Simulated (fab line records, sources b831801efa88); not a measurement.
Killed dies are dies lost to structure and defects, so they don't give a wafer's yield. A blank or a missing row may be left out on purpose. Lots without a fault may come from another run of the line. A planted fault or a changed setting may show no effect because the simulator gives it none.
fab line records | flow sky130
record lots=14 wafers=42 last_day=50
route steps=708 shown POLY_GATE@205 RES_PROTECT@215 LDD_P@257 PAD_OPEN@708
lots that met no fault: from a run of the same line without faults
start_h: hours from the record's first day to the start of the lot's first wafer shown | wait_h: hours since the lot's step before | " the same as in the row above | L1.1+2: a row that stands for several wafers | - no value, or no start given | * or withheld: withheld | < > ~ a bound
route shown NAME@n: a module of which the file shows steps, and the number in the route of the first | usual: mean/standard deviation of fault-free wafers | same: alike in all rows | chamber/n: place in a boat | sites: the reading at each site | _std_site: their standard deviation | _edge_site: outer sites' mean less inner sites' | radius_mm: how far each site lies from the wafer's centre | mask NAME#n: copy n | behind: the tool/chamber that last shaped the wafer | hold: why the lot was held/for how many hours/how that ended | device: the transistor (n, p or np) that didn't switch | end of line: the same wafers' tests at the end of the route | a step without rows: its recipe alone | killed: dies lost to structure and defects at the first sort, not the wafer's yield | map: a wafer's dies, x killed, . not, _ none there
set.NAME: the setting as run; set.NAME@STEP: as run at that earlier step | model.NAME: the simulator's own value behind a step, which no gauge read
steps of the route over a sample of lots; a table a step, a row a wafer
## steps
# step SKY_POLY_GATE_THK_MEAS_01
# recipe reads=poly-Si_of_POLY_GATE_CVD_00
# usual POLY_GATE_CVD_00_THK=180.4/1.6
# columns lot.wafer tool chamber start_h wait_h POLY_GATE_CVD_00_THK[nm]
L158.2 film_metro-03 - 309.37 0.0 180.4
L158.3 " - " " 180.8
L158.6 " - " " 181.4
L159.3 film_metro-01 - 315.30 0.0 181.3
L159.4 " - " " 181.5
L159.5 " - " " 182.4
L160.1 film_metro-03 - 323.12 0.0 179.6
L160.3 " - " " 178.1
L160.4 " - " " 177.8
L161.1 film_metro-03 - 339.36 0.0 180.9
L161.2 " - " " 182.2
L161.6 " - " " 182.0
L162.2 film_metro-02 - 342.29 0.0 180.7
L162.4 " - " " 181.2
L162.5 " - " " 183.4
L163.1 film_metro-02 - 352.63 0.0 181.6
L163.3 " - " " 181.7
L163.6 " - " " 180.9
L164.3 film_metro-03 - 365.87 0.0 178.7
L164.4 " - " " 179.3
L164.5 " - " " 180.5
L165.1 film_metro-01 - 375.69 0.0 181.3
L165.4 " - " " 182.1
L165.6 " - " " 182.2
L171.3 film_metro-03 - 462.19 0.0 181.3
L171.4 " - " " 179.0
L171.6 " - " " 180.5
L173.1 film_metro-03 - 483.43 0.0 181.3
L173.2 " - " " 180.8
L173.3 " - " " 180.9
L174.1 film_metro-01 - 484.63 0.0 183.1
L174.5 " - " " 182.6
L174.6 " - " " 182.1
L176.1 film_metro-02 - 500.32 0.0 180.1
L176.5 " - " " 180.0
L176.6 " - " " 178.4
L180.1 film_metro-03 - 524.05 0.0 180.8
L180.3 " - " " 181.8
L180.6 " - " " 180.5
L179.3 film_metro-03 - 528.36 0.0 181.1
L179.4 " - " " 181.7
L179.5 " - " " 180.4
# step SKY_RES_PROTECT_TW_MEAS_08
# usual POLY_GATE_TW=4028/28
# columns lot.wafer tool chamber start_h wait_h POLY_GATE_TW
L158.2 film_metro-03 - 336.38 0.1 3998
L158.3 " - " " 4004
L158.6 " - " " 3995
L159.3 film_metro-01 - 341.64 0.1 4046
L159.4 " - " " 4035
L159.5 " - " " 4064
L160.1 film_metro-03 - 349.83 0.1 3996
L160.3 " - " " 3977
L160.4 " - " " 3990
L161.1 film_metro-03 - 367.24 0.1 3971
L161.2 " - " " 4005
L161.6 " - " " 4000
L162.2 film_metro-01 - 369.95 0.1 4027
L162.4 " - " " 4053
L162.5 " - " " 4047
L163.1 film_metro-01 - 380.69 0.1 4016
L163.3 " - " " 4041
L163.6 " - " " 4031
L164.3 film_metro-01 - 394.86 0.1 4080
L164.4 " - " " 4039
L164.5 " - " " 4084
L165.1 film_metro-01 - 405.28 0.1 4076
L165.4 " - " " 4078
L165.6 " - " " 4074
L171.3 film_metro-04 - 493.25 0.1 4022
L171.4 " - " " 4003
L171.6 " - " " 4018
L173.1 film_metro-01 - 514.64 0.1 4045
L173.2 " - " " 4048
L173.3 " - " " 4066
L174.1 film_metro-04 - 515.44 0.1 4012
L174.5 " - " " 4031
L174.6 " - " " 4036
L176.1 film_metro-04 - 530.28 0.1 4025
L176.5 " - " " 4027
L176.6 " - " " 4034
L180.1 film_metro-04 - 553.22 0.1 4008
L180.3 " - " " 4018
L180.6 " - " " 4020
L179.3 film_metro-04 - 557.60 0.1 4000
L179.4 " - " " 4032
L179.5 " - " " 4020
# step SKY_POLY_GATE_THK_MEAS_21
# recipe reads=SiO2_of_POLY_GATE_OXIDATION_20
# usual POLY_GATE_OXIDATION_THK=4.01/0.1
# columns lot.wafer tool chamber start_h wait_h POLY_GATE_OXIDATION_THK[nm]
L158.2 film_metro-02 - 367.39 0.0 3.88
L158.3 " - " " 4.00
L158.6 " - " " 4.01
L159.3 film_metro-02 - 373.66 0.0 3.89
L159.4 " - " " 3.98
L159.5 " - " " 3.85
L160.1 film_metro-02 - 381.38 0.0 3.94
L160.3 " - " " 3.91
L160.4 " - " " 3.96
L161.1 film_metro-02 - 400.67 0.0 3.84
L161.2 " - " " 3.88
L161.6 " - " " 3.96
L162.2 film_metro-03 - 402.53 0.0 3.93
L162.4 " - " " 3.95
L162.5 " - " " 3.82
L163.1 film_metro-02 - 415.29 0.0 4.01
L163.3 " - " " 4.02
L163.6 " - " " 4.03
L164.3 film_metro-02 - 430.30 0.0 4.01
L164.4 " - " " 4.05
L164.5 " - " " 3.96
L165.1 film_metro-03 - 440.63 0.0 4.06
L165.4 " - " " 4.00
L165.6 " - " " 4.04
L171.3 film_metro-02 - 529.81 0.0 4.17
L171.4 " - " " 4.20
L171.6 " - " " 4.16
L173.1 film_metro-03 - 547.73 0.0 4.16
L173.2 " - " " 4.04
L173.3 " - " " 3.94
L174.1 film_metro-03 - 548.48 0.0 4.06
L174.5 " - " " 4.01
L174.6 " - " " 4.06
L176.1 film_metro-03 - 562.38 0.0 4.20
L176.5 " - " " 4.07
L176.6 " - " " 4.16
L180.1 film_metro-03 - 586.30 0.0 4.07
L180.3 " - " " 4.07
L180.6 " - " " 4.09
L179.3 film_metro-01 - 592.15 0.0 4.17
L179.4 " - " " 4.21
L179.5 " - " " 4.14
# step SKY_LDD_P_COAT_02
# recipe resist=NOVOLAK spin_rpm=3000 resist_thk_nm=1140
# usual dispense_pressure_kPa=47.3/2 spin_speed_rpm=3000.0/1.9
# columns lot.wafer tool chamber start_h wait_h dispense_pressure_kPa spin_speed_rpm
L158.2 litho_track-01 0 412.42 0.1 46.3 3001.8
L158.3 " 0 " " 46.3 3002.4
L158.6 " 0 " " 46.3 3003.3
L159.3 litho_track-02 0 418.77 0.1 49.9 3001.0
L159.4 " 0 " " 49.9 3002.9
L159.5 " 0 " " 49.9 3004.4
L160.1 litho_track-04 0 426.08 0.1 45.3 2997.1
L160.3 " 0 " " 45.3 3002.3
L160.4 " 0 " " 45.2 3000.5
L161.1 litho_track-04 0 448.28 0.1 45.3 3000.4
L161.2 " 0 " " 45.2 2997.2
L161.6 " 0 " " 45.3 2996.7
L162.2 litho_track-04 0 449.56 0.1 45.3 3032.9
L162.4 " 0 " " 45.3 3034.4
L162.5 " 0 " " 45.3 3032.5
L163.1 litho_track-01 0 461.79 0.1 46.3 3001.3
L163.3 " 0 " " 46.3 3000.7
L163.6 " 0 " " 46.3 3002.0
L164.3 litho_track-02 0 477.82 0.1 49.9 2998.1
L164.4 " 0 " " 49.9 2997.4
L164.5 " 0 " " 49.9 2998.1
L165.1 litho_track-04 0 488.98 0.1 45.3 3033.7
L165.4 " 0 " " 45.3 3036.6
L165.6 " 0 " " 45.2 3034.5
L171.3 litho_track-04 0 575.88 0.1 45.3 2996.7
L171.4 " 0 " " 45.2 3000.1
L171.6 " 0 " " 45.3 2997.1
L173.1 litho_track-04 0 591.68 0.1 45.2 2999.4
L173.2 " 0 " " 45.2 3002.5
L173.3 " 0 " " 45.2 2999.2
L174.1 litho_track-02 0 592.47 0.1 49.9 3004.4
L174.5 " 0 " " 49.9 3002.4
L174.6 " 0 " " 49.9 2999.6
L176.1 litho_track-02 0 608.02 0.1 49.9 3000.8
L176.5 " 0 " " 49.9 3001.2
L176.6 " 0 " " 49.9 2999.7
L180.1 litho_track-02 0 630.42 0.1 49.9 3000.2
L180.3 " 0 " " 49.9 3000.6
L180.6 " 0 " " 49.9 2999.2
L179.3 litho_track-04 0 636.83 0.1 45.3 3003.6
L179.4 " 0 " " 45.3 2998.3
L179.5 " 0 " " 45.2 3003.6
# step SKY_PAD_OPEN_PROBE_99
# usual killed_at_M0_to_M3=44/7.3 killed_at_M4_up=3.2/1.8 killed_at_contacts=24/5.4 killed_at_front_end=16/4.4 killed_at_other=0.3/0.48 killed_dies=86/9.5 killed_open=47/7.7 killed_short=39/6.4
# same gross_dies=492 killed_at_back_side=0
# columns lot.wafer tool chamber start_h wait_h killed_at_M0_to_M3 killed_at_M4_up killed_at_contacts killed_at_front_end killed_at_other killed_dies killed_open killed_short
L160.1 prober-01 - 1085.59 0.1 46 1 28 13 0 88 56 32
L160.3 prober-01 - 1085.69 0.2 36 6 33 17 0 92 46 46
L160.4 prober-01 - 1085.74 0.2 48 5 25 11 0 89 46 43
L161.1 prober-02 - 1096.04 0.1 52 3 28 12 1 96 52 44
L161.2 prober-02 - 1096.09 0.1 49 2 31 10 0 92 39 53
L161.6 prober-02 - 1096.29 0.2 46 2 21 17 1 87 49 38
L162.2 prober-01 - 1097.62 0.1 42 10 23 18 0 93 42 51
L162.4 prober-01 - 1097.72 0.2 40 0 14 20 0 74 46 28
L162.5 prober-01 - 1097.77 0.2 48 3 25 18 1 95 54 41
L165.1 prober-02 - 1119.31 0.1 46 1 22 15 0 84 51 33
L165.4 prober-02 - 1119.46 0.2 42 4 25 18 1 90 45 45
L165.6 prober-02 - 1119.56 0.2 48 2 22 20 0 92 56 36
L176.1 prober-01 - 1191.26 0.1 46 4 17 9 1 77 42 35
L176.5 prober-01 - 1191.46 0.2 44 1 20 16 0 81 45 36
L176.6 prober-01 - 1191.51 0.2 56 4 13 21 0 94 49 45
L180.1 prober-02 - 1204.15 0.1 38 2 19 20 1 80 40 40
L180.3 prober-02 - 1204.25 0.2 46 3 14 24 0 87 43 44
L180.6 prober-02 - 1204.40 0.2 38 3 15 26 0 82 38 44
# killed by level:class
L160.1 VIA1:geometric_particle:open=18 CONTACT:geometric_particle:open=10 LI_CONTACT:geometric_particle:open=7 METAL1:geometric_particle:short=6 VIA2:geometric_particle:open=6 CONTACT:geometric_particle:short=5 METAL2:geometric_particle:short=4 VIA1:geometric_particle:short=4
L160.3 CONTACT:geometric_particle:open=10 CONTACT:geometric_particle:short=9 VIA1:geometric_particle:open=7 VIA2:geometric_particle:open=7 LOCAL_INTERCONNECT:geometric_particle:short=6 POLY_GATE:geometric_particle:short=5 POLY_GATE:geometric_particle:open=5 METAL2:geometric_particle:short=4
L160.4 VIA1:geometric_particle:open=15 CONTACT:geometric_particle:open=9 VIA1:geometric_particle:short=7 LOCAL_INTERCONNECT:geometric_particle:short=5 CONTACT:geometric_particle:short=5 METAL2:geometric_particle:short=5 VIA3:geometric_particle:open=5 LI_CONTACT:geometric_particle:open=4
L161.1 CONTACT:geometric_particle:open=13 METAL2:geometric_particle:short=11 VIA1:geometric_particle:open=8 VIA2:geometric_particle:open=8 FIELD_ISO:geometric_particle:open=5 LOCAL_INTERCONNECT:geometric_particle:short=5 CONTACT:geometric_particle:short=5 METAL1:geometric_particle:short=5
L161.2 CONTACT:geometric_particle:short=9 LOCAL_INTERCONNECT:geometric_particle:short=8 VIA3:geometric_particle:open=8 VIA1:geometric_particle:open=6 VIA1:geometric_particle:short=6 METAL2:geometric_particle:short=6 POLY_GATE:geometric_particle:short=5 VIA2:geometric_particle:short=5
L161.6 VIA1:geometric_particle:open=11 POLY_GATE:geometric_particle:open=10 METAL2:geometric_particle:short=9 METAL1:geometric_particle:short=8 CONTACT:geometric_particle:open=7 LI_CONTACT:geometric_particle:open=6 VIA2:geometric_particle:open=6 CONTACT:geometric_particle:short=4
L162.2 METAL4:geometric_particle:short=9 CONTACT:geometric_particle:open=8 VIA1:geometric_particle:open=8 METAL2:geometric_particle:short=7 VIA2:geometric_particle:open=7 LI_CONTACT:geometric_particle:open=6 CONTACT:geometric_particle:short=6 FIELD_ISO:geometric_particle:open=5
L162.4 VIA1:geometric_particle:open=10 VIA3:geometric_particle:open=6 LI_CONTACT:geometric_particle:open=5 VIA1:geometric_particle:short=5 VIA2:geometric_particle:open=5 FIELD_ISO:geometric_particle:open=4 FIELD_ISO:geometric_particle:short=4 POLY_GATE:geometric_particle:open=4
L162.5 VIA1:geometric_particle:open=11 LI_CONTACT:geometric_particle:open=9 VIA3:geometric_particle:open=9 VIA1:geometric_particle:short=6 CONTACT:geometric_particle:open=6 POLY_GATE:geometric_particle:short=5 LOCAL_INTERCONNECT:geometric_particle:short=5 FIELD_ISO:geometric_particle:open=4
L165.1 VIA1:geometric_particle:open=15 CONTACT:geometric_particle:open=9 VIA2:geometric_particle:open=8 VIA3:geometric_particle:open=6 POLY_GATE:geometric_particle:short=5 LI_CONTACT:geometric_particle:open=5 FIELD_ISO:geometric_particle:open=4 CONTACT:geometric_particle:short=4
L165.4 CONTACT:geometric_particle:open=10 VIA3:geometric_particle:open=9 METAL1:geometric_particle:short=7 POLY_GATE:geometric_particle:open=6 METAL2:geometric_particle:short=6 LOCAL_INTERCONNECT:geometric_particle:short=5 CONTACT:geometric_particle:short=5 VIA1:geometric_particle:open=5
L165.6 VIA1:geometric_particle:open=17 CONTACT:geometric_particle:open=10 POLY_GATE:geometric_particle:open=6 VIA2:geometric_particle:open=6 FIELD_ISO:geometric_particle:short=5 METAL2:geometric_particle:short=5 VIA3:geometric_particle:open=4 FIELD_ISO:geometric_particle:open=3
L176.1 VIA2:geometric_particle:open=10 CONTACT:geometric_particle:open=9 VIA3:geometric_particle:open=7 VIA1:geometric_particle:open=6 POLY_GATE:geometric_particle:short=5 METAL3:geometric_particle:short=5 LI_CONTACT:geometric_particle:open=4 VIA1:geometric_particle:short=4
L176.5 CONTACT:geometric_particle:open=7 VIA3:geometric_particle:open=7 METAL1:geometric_particle:short=6 VIA1:geometric_particle:open=6 VIA2:geometric_particle:open=6 LI_CONTACT:geometric_particle:open=5 LOCAL_INTERCONNECT:geometric_particle:short=5 VIA2:geometric_particle:short=4
L176.6 VIA1:geometric_particle:open=18 VIA2:geometric_particle:open=9 FIELD_ISO:geometric_particle:short=6 VIA3:geometric_particle:open=6 METAL1:geometric_particle:short=5 CONTACT:geometric_particle:open=5 VIA1:geometric_particle:short=4 METAL2:geometric_particle:short=4
L180.1 CONTACT:geometric_particle:open=11 VIA2:geometric_particle:open=11 FIELD_ISO:geometric_particle:short=6 FIELD_ISO:geometric_particle:open=5 METAL1:geometric_particle:short=4 VIA1:geometric_particle:short=4 METAL2:geometric_particle:short=4 LOCAL_INTERCONNECT:geometric_particle:short=3
L180.3 FIELD_ISO:geometric_particle:short=8 VIA2:geometric_particle:open=7 VIA1:geometric_particle:open=7 VIA3:geometric_particle:open=7 FIELD_ISO:geometric_particle:open=6 METAL2:geometric_particle:short=6 METAL1:geometric_particle:short=6 CONTACT:geometric_particle:open=5
L180.6 FIELD_ISO:geometric_particle:short=13 VIA1:geometric_particle:open=8 METAL2:geometric_particle:short=7 VIA3:geometric_particle:open=6 FIELD_ISO:geometric_particle:open=5 CONTACT:geometric_particle:short=5 CONTACT:geometric_particle:open=5 LOCAL_INTERCONNECT:geometric_particle:short=3
## key
first_sign step=SKY_LDD_P_COAT_02 reading=spin_speed_rpm direction=up sigmas=18 usual=3000.0 struck=3034.1
effect none on later readings
met_at SKY_LDD_P_COAT_02
struck_lots L162,L165
tester_left_out L162,L165
not_acting_at SKY_POLY_GATE_THK_MEAS_01,SKY_RES_PROTECT_TW_MEAS_08,SKY_POLY_GATE_THK_MEAS_21
onset_between 448.28 449.56
fault kind=process_parameter_drift tool=litho_track-04 chamber=- onset_h=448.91 steps=SKY_LDD_P_COAT_02 channel=spin_rpm offset=34.853 shape=step end_h=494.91 acts_in=these_recipes_only stated=3000
# tester_left_out: of these lots the tester's yield and bins aren't shown, on N5 and GAA mostly nor the transistor test; their killed dies are dies lost to structure and defects alone, not to doping, threshold or leakage, so they don't give the yield
